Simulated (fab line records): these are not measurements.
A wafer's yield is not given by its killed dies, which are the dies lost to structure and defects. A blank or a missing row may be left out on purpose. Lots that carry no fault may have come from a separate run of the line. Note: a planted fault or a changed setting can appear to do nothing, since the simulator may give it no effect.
Which tool is to blame?	flow sky130	24 lots, 72 wafers sampled, at 6 steps of a route of 708

## WHAT THE GAUGES SHOWED, per wafer
SKY_VIA2_BOW_MEAS_03. Usual: for VIA2_BOW the level is 87 um and the standard deviation is 6.9.
lot	measured	on	VIA2_BOW (um)	flag
L074	day 35 00:13	film_metro-01	93 96 101	
L075	day 36 08:33	film_metro-03	77 91 88	
L077	day 36 09:44	film_metro-02	85 89 86	
L076	day 36 09:41	film_metro-01	91 100 85	
L079	day 36 11:05	film_metro-03	84 90 82	
L078	day 36 15:50	film_metro-01	93 101 89	
L080	day 37 00:07	film_metro-03	79 93 87	
L081	day 37 13:01	film_metro-02	89 89 80	
L082	day 37 23:01	film_metro-01	78 92 90	
L084	day 38 01:46	film_metro-02	77 94 79	
L083	day 38 05:40	film_metro-02	83 90 87	
L085	day 38 07:32	film_metro-03	82 83 81	
L086	day 38 23:38	film_metro-01	94 73 90	
L087	day 39 09:13	film_metro-02	82 88 94	
L088	day 39 11:59	film_metro-01	92 90 82	
L089	day 39 19:21	film_metro-01	89 77 96	
L090	day 40 05:18	film_metro-01	92 95 86	
L091	day 40 08:04	film_metro-03	81 91 93	
L092	day 40 13:19	film_metro-03	82 81 83	
L093	day 41 07:49	film_metro-03	80 87 81	
L094	day 41 14:29	film_metro-02	83 74 75	
L095	day 42 06:47	film_metro-03	107 91 91	
L097	day 43 07:39	film_metro-01	81 89 90	
L096	day 43 07:41	film_metro-02	76 78 87	

SKY_VIA2_RS_MEAS_22: measurement is done with a four-point probe. Usual: for VIA2_W_RS the level is 0.255 ohm/sq and the standard deviation is 0.0039.
lot	measured	on	VIA2_W_RS (ohm/sq)	flag
L074	day 36 04:04	film_metro-01	0.259 0.255 0.254	
L075	day 37 12:05	film_metro-03	0.255 0.259 0.259	
L077	day 37 13:26	film_metro-01	0.256 0.253 0.260	
L076	day 37 13:04	film_metro-03	0.256 0.262 0.253	
L079	day 37 14:11	film_metro-03	0.266 0.254 0.264	
L078	day 37 18:58	film_metro-02	0.259 0.258 0.257	
L080	day 38 02:42	film_metro-02	0.250 0.259 0.252	
L081	day 38 15:03	film_metro-03	0.253 0.251 0.255	
L082	day 39 01:25	film_metro-02	0.257 0.254 0.255	
L084	day 39 03:59	film_metro-01	0.254 0.260 0.254	
L083	day 39 07:43	film_metro-03	0.256 0.252 0.250	
L085	day 39 09:49	film_metro-01	0.260 0.249 0.253	
L086	day 40 02:19	film_metro-03	0.253 0.251 0.253	
L087	day 40 11:11	film_metro-02	0.260 0.255 0.254	
L088	day 40 13:16	film_metro-02	0.260 0.252 0.255	
L089	day 40 20:56	film_metro-03	0.253 0.256 0.254	
L090	day 41 06:13	film_metro-03	0.256 0.256 0.249	
L091	day 41 07:57	film_metro-01	0.254 0.248 0.255	
L092	day 41 12:32	film_metro-03	0.254 0.253 0.256	
L093	day 42 08:14	film_metro-02	0.254 0.248 0.252	
L094	day 42 15:16	film_metro-01	0.260 0.252 0.249	
L095	day 43 06:52	film_metro-01	0.250 0.252 0.256	
L097	day 44 06:40	film_metro-03	0.254 0.260 0.260	
L096	day 44 07:01	film_metro-01	0.256 0.255 0.247	

SKY_CAPM_RS_MEAS_03: measurement is done with a four-point probe. Usual: for CAPM_TIN_RS the level is 6.91 ohm/sq and the standard deviation is 0.077.
lot	measured	on	CAPM_TIN_RS (ohm/sq)	flag
L074	day 36 04:55	film_metro-01	6.84 6.99 6.96	
L075	day 37 12:54	film_metro-03	6.89 6.94 6.93	
L077	day 37 14:16	film_metro-01	6.92 6.87 6.88	
L076	day 37 13:53	film_metro-04	6.82 6.77 6.85	
L079	day 37 15:01	film_metro-04	7.06 7.03 7.01	
L078	day 37 19:47	film_metro-01	6.93 6.90 6.93	
L080	day 38 03:31	film_metro-01	6.77 6.71 6.75	
L081	day 38 15:53	film_metro-03	7.01 6.96 6.88	
L082	day 39 02:16	film_metro-03	6.97 6.90 6.87	
L084	day 39 04:49	film_metro-01	6.92 6.97 6.97	
L083	day 39 08:35	film_metro-01	6.87 6.90 6.86	
L085	day 39 10:38	film_metro-01	6.90 7.01 6.94	
L086	day 40 03:08	film_metro-03	7.01 6.95 6.94	
L087	day 40 12:02	film_metro-01	6.92 6.91 6.91	
L088	day 40 14:05	film_metro-04	6.90 6.94 7.01	
L089	day 40 21:48	film_metro-03	6.90 6.99 6.96	
L090	day 41 07:37	film_metro-04	6.90 6.93 6.89	
L091	day 41 09:42	film_metro-01	6.79 6.75 6.76	
L092	day 41 13:25	film_metro-01	6.74 6.87 6.86	
L093	day 42 09:09	film_metro-04	6.98 7.04 6.90	
L094	day 42 16:06	film_metro-01	6.98 6.96 6.92	
L095	day 43 07:42	film_metro-04	6.96 6.88 6.95	
L097	day 44 07:29	film_metro-01	6.96 6.85 6.96	
L096	day 44 07:51	film_metro-04	6.92 6.84 6.83	

SKY_VIA3_CD_MEAS_12: the cd target is 200 nm. Usual: cd_nm 199.5 nm, standard deviation 1.6.
lot	measured	on	cd_nm (nm)	flag
L074	day 39 11:31	cd_sem-02	199.9 199.7 200.2	
L075	day 40 16:53	cd_sem-01	202.1 201.2 202.1	
L077	day 40 18:43	cd_sem-01	197.7 196.3 198.5	
L076	day 40 18:25	cd_sem-01	200.3 202.8 201.5	
L079	day 40 19:27	cd_sem-02	199.3 199.3 200.8	
L078	day 40 23:41	cd_sem-02	200.1 200.9 199.3	
L080	day 41 06:24	cd_sem-01	202.1 202.2 200.4	
L081	day 42 05:55	cd_sem-02	199.1 198.2 199.5	
L082	day 42 08:08	cd_sem-02	198.5 197.8 197.9	
L084	day 42 09:09	cd_sem-02	199.3 198.4 197.6	
L083	day 42 10:58	cd_sem-02	199.7 199.6 199.6	
L085	day 42 11:55	cd_sem-02	202.3 202.7 201.0	
L086	day 43 02:56	cd_sem-02	199.5 200.9 201.3	
L087	day 43 12:03	cd_sem-02	201.4 198.9 200.7	
L088	day 43 12:22	cd_sem-01	196.8 196.2 197.2	
L089	day 43 20:56	cd_sem-02	200.0 200.3 200.7	
L090	day 44 06:34	cd_sem-02	197.6 197.4 197.0	
L091	day 44 10:15	cd_sem-01	200.2 200.2 200.4	
L092	day 44 13:33	cd_sem-01	197.3 197.0 198.3	
L093	day 45 09:10	cd_sem-01	200.6 200.7 200.0	
L094	day 45 12:37	cd_sem-01	197.5 198.4 198.2	
L095	day 46 01:58	cd_sem-02	200.6 198.2 198.5	
L097	day 47 01:10	cd_sem-01	196.2 197.1 198.3	
L096	day 47 01:31	cd_sem-02	196.9 198.9 199.0	

## WHICH TOOL RAN EACH LOT (tool, then ch and the chambers of the sampled wafers, then the start)
lot	SKY_VIA2_CMP_02	SKY_METAL3_STRIP_19
L074	cmp-01 ch 0,1,3, day 34 23:55	plasma_asher-04 ch 0,1, day 38 09:19
L075	cmp-02 ch 1,2,3, day 36 08:14	plasma_asher-02 ch 0, day 39 15:04
L077	cmp-01 ch 1,3, day 36 09:26	plasma_asher-02 ch 0, day 39 17:20
L076	cmp-02 ch 0,1,2, day 36 09:29	plasma_asher-01 ch 0,1, day 39 17:03
L079	cmp-02 ch 1,2, day 36 10:44	plasma_asher-04 ch 0,1, day 39 17:56
L078	cmp-02 ch 1,2, day 36 15:31	plasma_asher-02 ch 0,1, day 39 22:17
L080	cmp-01 ch 0,3, day 36 23:49	plasma_asher-04 ch 0,1, day 40 06:08
L081	cmp-01 ch 0,1,3, day 37 12:49	plasma_asher-02 ch 0,1, day 40 18:55
L082	cmp-02 ch 0,1,3, day 37 22:41	plasma_asher-04 ch 0,1, day 41 04:40
L084	cmp-01 ch 1,3, day 38 01:28	plasma_asher-01 ch 0,1, day 41 06:21
L083	cmp-01 ch 2,3, day 38 05:22	plasma_asher-04 ch 0,1, day 41 09:19
L085	cmp-02 ch 0,1,2, day 38 07:14	plasma_asher-01 ch 0,1, day 41 10:37
L086	cmp-02 ch 0,3, day 38 23:19	plasma_asher-01 ch 0,1, day 42 02:44
L087	cmp-01 ch 0,2,3, day 39 08:56	plasma_asher-02 ch 0,1, day 42 11:38
L088	cmp-01 ch 0,1,2, day 39 11:47	plasma_asher-01 ch 0,1, day 42 12:36
L089	cmp-01 ch 0,3, day 39 19:02	plasma_asher-02 ch 0,1, day 42 21:08
L090	cmp-01 ch 0,1,2, day 40 05:00	plasma_asher-01 ch 0,1, day 43 06:20
L091	cmp-02 ch 0,3, day 40 07:43	plasma_asher-04 ch 0,1, day 43 09:52
L092	cmp-02 ch 0,1,2, day 40 13:02	plasma_asher-04 ch 0,1, day 43 14:01
L093	cmp-01 ch 1,2,3, day 41 07:31	plasma_asher-02 ch 0,1, day 44 10:20
L094	cmp-02 ch 1,2,3, day 41 14:11	plasma_asher-02 ch 0,1, day 44 13:48
L095	cmp-02 ch 0,1,3, day 42 06:32	plasma_asher-01 ch 0,1, day 45 03:59
L097	cmp-01 ch 0,1,2, day 43 07:21	plasma_asher-02 ch 0,1, day 46 03:26
L096	cmp-02 ch 0,2,3, day 43 07:26	plasma_asher-04 ch 0,1, day 46 03:47
- SKY_VIA2_CMP_02: polishes SiO2.
- SKY_METAL3_STRIP_19: strips in O2/N2.

## AS READ BY THE TOOLS THEMSELVES (means over the sampled wafers that have a number; for cases with no such wafer, the mark the record gives instead)
SKY_VIA2_CMP_02. Usual: motor_current_A 11.7 A, standard deviation 1.2.
lot	tool	motor_current_A (A)	flag
L074	cmp-01	12.1	
L075	cmp-02	12.3	
L077	cmp-01	10.3	
L076	cmp-02	11.7	
L079	cmp-02	12.0	
L078	cmp-02	11.9	
L080	cmp-01	13.0	
L081	cmp-01	12.0	
L082	cmp-02	11.7	
L084	cmp-01	11.0	
L083	cmp-01	10.5	
L085	cmp-02	11.7	
L086	cmp-02	11.2	
L087	cmp-01	11.7	
L088	cmp-01	12.0	
L089	cmp-01	12.9	
L090	cmp-01	11.9	
L091	cmp-02	11.8	
L092	cmp-02	11.9	
L093	cmp-01	10.8	
L094	cmp-02	12.1	
L095	cmp-02	11.9	
L097	cmp-01	11.5	
L096	cmp-02	11.2	

SKY_METAL3_STRIP_19. Usual: drypump_motor_current_A 5.7 A, standard deviation 0.49; oes_product_au 0.504 a.u., standard deviation 0.0052; strip_time_to_endpoint_s 6.57 s, standard deviation 0.079.
lot	tool	drypump_motor_current_A (A)	oes_product_au (a.u.)	strip_time_to_endpoint_s (s)	flag
L074	plasma_asher-04	6.3	0.504	6.62	
L075	plasma_asher-02	5.7	0.504	6.54	
L077	plasma_asher-02	5.8	0.502	6.49	
L076	plasma_asher-01	5.8	0.507	6.63	
L079	plasma_asher-04	6.3	0.507	6.62	
L078	plasma_asher-02	5.4	0.502	6.49	
L080	plasma_asher-04	6.1	0.503	6.56	
L081	plasma_asher-02	5.4	0.507	6.68	
L082	plasma_asher-04	6.1	0.504	6.57	
L084	plasma_asher-01	5.6	0.499	6.50	
L083	plasma_asher-04	6.2	0.507	6.65	
L085	plasma_asher-01	5.8	0.499	6.55	
L086	plasma_asher-01	5.6	0.508	6.62	
L087	plasma_asher-02	5.2	0.500	6.59	
L088	plasma_asher-01	5.6	0.513	6.70	
L089	plasma_asher-02	5.4	0.502	6.52	
L090	plasma_asher-01	5.8	0.504	6.56	
L091	plasma_asher-04	6.3	0.497	6.46	
L092	plasma_asher-04	6.2	0.500	6.47	
L093	plasma_asher-02	5.5	0.502	6.63	
L094	plasma_asher-02	5.5	0.509	6.59	
L095	plasma_asher-01	5.8	0.500	6.48	
L097	plasma_asher-02	5.4	0.497	6.52	
L096	plasma_asher-04	6.3	0.497	6.49	

## THE ANSWER, worked out from the rows above alone
Rule: a lot counts as off when the mean over its wafers that have a number is more than 3 standard deviations away from the usual mean. Also off: a lot with no number at a reading for which 4 or more lots have one. Any other lot the step has rows for is counted as sound. The gauges are gone through in route order, then the tools' own readings, and for those a lot's mean is taken as printed above. The first step at which some lot is off is used, and at that step the reading that is off furthest; a lot without a number counts as furthest.
No lot is off at any reading shown: from this, nothing can be told.

## WHAT THE SIMULATOR PUT IN
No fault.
